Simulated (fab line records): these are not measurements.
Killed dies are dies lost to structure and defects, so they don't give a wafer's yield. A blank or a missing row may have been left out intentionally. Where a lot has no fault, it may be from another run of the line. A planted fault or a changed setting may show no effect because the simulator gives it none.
Code-filled problem report in 8D (eight disciplines) form || flow sky130 || the parts of the form that need people (team, actions taken, sign-off) are left out

== 1. PROBLEM STATEMENT ==
Wafers without a fault read 5e+12, standard deviation 5.4e+09; dose ions cm2 at SKY_LDD_N_IMPLANT_14 reads a mean of 4e+12 on 6 wafers belonging to 2 lots. So: -99 or more standard deviations from the usual mean.
Seen first at day 20 08:28 on implanter-02, wafer L266.2. The record holds 18 wafers of 6 lots with a number at this step. The rule behind "out" and "out of limits": a value lying over 4 standard deviations away from the usual mean. Any other wafer with a number is counted as sound.

== 2. WHAT IT IS, AND WHAT IT ISN'T ==
{"question": "which readings at this step", "is": "dose ions cm2, faraday current uA", "is not": "tilt deg"}
{"question": "which lots", "is": "L266, L268", "is not": "L261, L276, L278, L282"}
{"question": "which wafers of those lots", "is": "all that have a number", "is not": "-"}
{"question": "read on which tools", "is": "implanter-02", "is not": "implanter-03, implanter-04"}
{"question": "when", "is": "from day 20 08:28", "is not": "up to then (3 sound wafers); but 9 sound wafers of L276, L278, L282 came after"}

== 3. THE SUSPECTS, EACH WITH WHAT RULES IT OUT ==
Counting: a tool stays on the suspect list if, at a process step up to the reading, it processed all lots that are out and no sound lot following the first of them.
- implanter-02 at SKY_LDD_N_IMPLANT_14: ruled out as a lasting fault. Sound lots L282 ran on it after its first lot that is out, L266 (day 20 08:28).
Left after counting: nothing in the record.

== 4. THE CAUSE (what the simulator had put in) ==
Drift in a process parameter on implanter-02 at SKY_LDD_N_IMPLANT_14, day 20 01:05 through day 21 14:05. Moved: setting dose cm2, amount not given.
Counting ruled it out, wrongly.

== 5. SEQUENCE OF EFFECTS, ordered by route ==
One row per reading whose mean, taken over the struck wafers that have a number, lies over 3 standard deviations from the usual. Scope: only readings with a usual standard deviation given in the record; hours: median across lots of the time from each lot's start at the first step in this table that gives one to its start at this step; sigmas: change in usual standard deviations.
{"hours": 0, "step": "SKY_LDD_N_IMPLANT_14", "reading": "dose ions cm2", "usual": 5e+12, "on struck wafers": 4e+12, "change": -1e+12, "sigmas": "-99 or more"}
{"hours": 0, "step": "SKY_LDD_N_IMPLANT_14", "reading": "faraday current uA", "usual": 28.3, "on struck wafers": 21.9, "change": -6.4, "sigmas": -13}
Its process steps:
- SKY_LDD_N_IMPLANT_14

== 6. WHAT WOULD HAVE CAUGHT IT SOONER ==
In this record the first reading out of limits was taken at day 20 08:28, 7 hours after the fault began at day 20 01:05.
